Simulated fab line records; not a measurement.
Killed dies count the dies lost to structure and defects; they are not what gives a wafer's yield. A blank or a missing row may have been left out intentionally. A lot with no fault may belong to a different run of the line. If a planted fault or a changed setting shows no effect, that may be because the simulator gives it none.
The tool behind it: which one? | flow gf180mcu | 39 wafers from 13 lots sampled at 6 of the route's 602 steps

== WHAT EACH GAUGE READ, for each wafer ==
GF_STI_THK_MEAS_02. Usual: STI_OXIDATION_THK gives 10.73 nm (standard deviation 0.18).
lot  | measured    | on            | STI_OXIDATION_THK (nm) | flag
L744 | day 1 17:00 | film-metro-01 | 10.79 10.79 10.91      |
L743 | day 1 17:01 | film-metro-03 | 10.98 10.86 10.85      |
L745 | day 1 22:00 | film-metro-01 | 10.39 10.66 10.43      |
L747 | day 2 07:55 | film-metro-04 | 10.89 10.99 10.90      |
L749 | day 2 17:31 | film-metro-01 | 10.85 10.80 10.72      |
L750 | day 2 23:27 | film-metro-03 | 10.88 11.04 10.82      |
L751 | day 3 03:48 | film-metro-03 | 10.75 10.70 10.56      |
L759 | day 4 20:03 | film-metro-04 | 10.91 10.65 10.75      |
L760 | day 5 00:31 | film-metro-03 | 10.73 10.82 10.74      |
L762 | day 5 12:45 | film-metro-01 | 10.59 10.42 10.48      |
L763 | day 5 20:09 | film-metro-04 | 10.47 10.45 10.53      |
L764 | day 5 22:11 | film-metro-04 | 10.80 10.59 10.73      |
L766 | day 6 06:31 | film-metro-03 | 10.52 10.51 10.40      |

GF_NWELL_TW_MEAS_11. Usual: NWELL_TW gives 1578 (standard deviation 11).
lot  | measured    | on            | NWELL_TW       | flag
L744 | day 3 14:48 | film-metro-02 | 1577 1578 1573 |
L743 | day 3 13:30 | film-metro-04 | 1572 1585 1581 |
L745 | day 3 19:11 | film-metro-02 | 1572 1589 1586 |
L747 | day 4 04:29 | film-metro-04 | 1563 1572 1563 |
L749 | day 4 22:12 | film-metro-01 | 3025 3002 3026 | OFF
L750 | day 5 01:48 | film-metro-01 | 1575 1576 1578 |
L751 | day 5 03:06 | film-metro-02 | 3008 3005 3001 | OFF
L759 | day 7 01:21 | film-metro-01 | 1594 1611 1586 |
L760 | day 7 07:11 | film-metro-02 | 1579 1565 1570 |
L762 | day 7 17:55 | film-metro-02 | 1572 1579 1581 |
L763 | day 8 00:51 | film-metro-02 | 1573 1580 1585 |
L764 | day 8 04:33 | film-metro-02 | 1579 1579 1581 |
L766 | day 8 13:10 | film-metro-01 | 1607 1608 1605 |

GF_VT_IMPLANT_RS_MEAS_47: the measuring method here is four-point-probe. Usual: NWELL_RS gives 487.1 ohm/sq (standard deviation 1.6).
lot  | measured     | on            | NWELL_RS (ohm/sq) | flag
L744 | day 7 21:31  | film-metro-01 | 485.4 486.2 485.2 |
L743 | day 7 21:16  | film-metro-04 | 486.4 484.5 486.1 |
L745 | day 8 05:01  | film-metro-01 | 485.5 484.7 485.2 |
L747 | day 8 14:07  | film-metro-02 | 487.5 488.8 488.3 |
L749 | day 9 14:11  | film-metro-02 | 183.1 183.5 183.4 | OFF
L750 | day 9 16:17  | film-metro-01 | 487.8 487.0 486.0 |
L751 | day 9 16:23  | film-metro-02 | 183.4 183.6 183.5 | OFF
L759 | day 12 06:50 | film-metro-02 | 488.3 487.0 487.3 |
L760 | day 12 12:34 | film-metro-02 | 490.1 488.5 489.5 |
L762 | day 13 02:35 | film-metro-04 | 485.8 486.3 486.3 |
L763 | day 13 11:01 | film-metro-01 | 487.0 485.8 486.3 |
L764 | day 13 14:26 | film-metro-02 | 488.2 489.4 489.9 |
L766 | day 14 03:14 | film-metro-01 | 484.7 484.7 485.2 |

GF_HV_LDD_OVL_MEAS_08. Usual: HV_LDD_OVL gives -0.2 nm (standard deviation 1.2).
lot  | measured     | on         | HV_LDD_OVL (nm) | flag
L744 | day 10 09:25 | overlay-02 | -0.1 0.6 0.2    |
L743 | day 10 09:01 | overlay-02 | 2.3 2.6 2.4     |
L745 | day 10 16:29 | overlay-01 | 0.1 0.7 1.3     |
L747 | day 11 03:17 | overlay-01 | -0.3 0.8 -0.6   |
L749 | day 12 05:04 | overlay-01 | -1.6 -0.6 -1.3  |
L750 | day 12 08:11 | overlay-01 | -0.4 0.6 0.6    |
L751 | day 12 08:58 | overlay-02 | -0.7 0.0 0.9    |
L759 | day 15 05:46 | overlay-01 | 1.6 0.1 2.0     |
L760 | day 15 16:24 | overlay-02 | 1.0 0.0 0.3     |
L762 | day 16 01:17 | overlay-01 | -0.7 -1.4 -0.7  |
L763 | day 16 09:53 | overlay-01 | -2.1 -0.8 -1.5  |
L764 | day 16 15:29 | overlay-02 | -1.4 -1.6 -1.8  |
L766 | day 17 04:56 | overlay-01 | -1.0 -0.6 0.0   |

== EACH LOT AND THE TOOL THAT RAN IT (in order: tool; ch and the chambers of the sampled wafers; start) ==
lot  | GF_NWELL_IMPLANT_08            | GF_VT_IMPLANT_RTA_45
L744 | implanter-01 ch 0, day 3 14:24 | rtp-anneal-02 ch 0, day 7 21:18
L743 | implanter-02 ch 0, day 3 13:07 | rtp-anneal-01 ch 0, day 7 21:01
L745 | implanter-03 ch 0, day 3 18:47 | rtp-anneal-01 ch 0, day 8 04:48
L747 | implanter-02 ch 0, day 4 04:05 | rtp-anneal-01 ch 0, day 8 13:54
L749 | implanter-03 ch 0, day 4 21:49 | rtp-anneal-01 ch 0, day 9 13:58
L750 | implanter-01 ch 0, day 5 01:24 | rtp-anneal-01 ch 0, day 9 15:58
L751 | implanter-03 ch 0, day 5 02:43 | rtp-anneal-02 ch 0, day 9 16:10
L759 | implanter-02 ch 0, day 7 00:58 | rtp-anneal-01 ch 0, day 12 06:37
L760 | implanter-01 ch 0, day 7 06:48 | rtp-anneal-02 ch 0, day 12 12:20
L762 | implanter-01 ch 0, day 7 17:32 | rtp-anneal-01 ch 0, day 13 02:22
L763 | implanter-02 ch 0, day 8 00:27 | rtp-anneal-01 ch 0, day 13 10:48
L764 | implanter-02 ch 0, day 8 04:09 | rtp-anneal-02 ch 0, day 13 14:13
L766 | implanter-03 ch 0, day 8 12:46 | rtp-anneal-01 ch 0, day 14 03:01
- GF_NWELL_IMPLANT_08
- GF_VT_IMPLANT_RTA_45: time 30 s.

== AS READ BY THE TOOLS THEMSELVES (means over the sampled wafers that have a number; for cases with no such wafer, the mark the record gives instead) ==
GF_NWELL_IMPLANT_08. Usual: beam-on-s 9.98 s, standard deviation 0.21; dose-ions-cm2 1.5e+13, standard deviation 1.7e+10; faraday-current-uA 84.7, standard deviation 1.8.
lot  | tool         | beam-on-s (s) | dose-ions-cm2 | faraday-current-uA | flag
L744 | implanter-01 | 9.97          | 1.5e+13       | 84.7               |
L743 | implanter-02 | 9.94          | 1.5e+13       | 84.9               |
L745 | implanter-03 | 9.88          | 1.5e+13       | 85.5               |
L747 | implanter-02 | 10.21         | 1.5e+13       | 82.7               |
L749 | implanter-03 | 48.36         | 1.3e+14       | 148.7              | OFF
L750 | implanter-01 | 10.06         | 1.5e+13       | 84.2               |
L751 | implanter-03 | 50.92         | 1.3e+14       | 142.5              | OFF
L759 | implanter-02 | 9.93          | 1.5e+13       | 84.9               |
L760 | implanter-01 | 10.06         | 1.5e+13       | 84.0               |
L762 | implanter-01 | 9.81          | 1.5e+13       | 86.1               |
L763 | implanter-02 | 9.96          | 1.5e+13       | 85.3               |
L764 | implanter-02 | 9.98          | 1.5e+13       | 84.8               |
L766 | implanter-03 | 10.10         | 1.5e+13       | 84.0               |

GF_VT_IMPLANT_RTA_45. Usual: lamp-power-pct 34 %, standard deviation 3.8; wafer_temp_C_max 1055.1, standard deviation 1.5.
lot  | tool          | lamp-power-pct (%) | wafer_temp_C_max | flag
L744 | rtp-anneal-02 | 29                 | 1054.2           |
L743 | rtp-anneal-01 | 37                 | 1055.1           |
L745 | rtp-anneal-01 | 37                 | 1055.0           |
L747 | rtp-anneal-01 | 37                 | 1056.2           |
L749 | rtp-anneal-01 | 37                 | 1054.9           |
L750 | rtp-anneal-01 | 37                 | 1056.5           |
L751 | rtp-anneal-02 | 29                 | 1054.3           |
L759 | rtp-anneal-01 | 37                 | 1055.9           |
L760 | rtp-anneal-02 | 29                 | 1053.2           |
L762 | rtp-anneal-01 | 37                 | 1055.8           |
L763 | rtp-anneal-01 | 37                 | 1058.3           |
L764 | rtp-anneal-02 | 29                 | 1054.0           |
L766 | rtp-anneal-01 | 37                 | 1056.6           |

== THE ANSWER, worked out from the rows above alone ==
Rule: lot off if the mean of its wafers having a number is beyond 3 standard deviations from the usual mean. A lot without any number at a reading at which 4 lots or more have one is off too. Where the step has rows for the other lots, those lots are counted as sound. The gauges are gone through in route order, then the tools' own readings, and for those a lot's mean is taken as printed above. The first step at which some lot is off is used, and at that step the reading that is off furthest; a lot without a number counts as furthest.
Off: L749, L751, seen at GF_NWELL_TW_MEAS_11 (NWELL_TW).
A tool fits if, at a process step before that reading, it ran every lot that is off, and no sound lot after the first of them. The gauges at GF_NWELL_TW_MEAS_11 aren't tried: what is off there is off at GF_NWELL_IMPLANT_08 too, on other tools, and a gauge's error can't cause that. Of those tried, none fits.

== WHAT WAS PUT IN BY THE SIMULATOR ==
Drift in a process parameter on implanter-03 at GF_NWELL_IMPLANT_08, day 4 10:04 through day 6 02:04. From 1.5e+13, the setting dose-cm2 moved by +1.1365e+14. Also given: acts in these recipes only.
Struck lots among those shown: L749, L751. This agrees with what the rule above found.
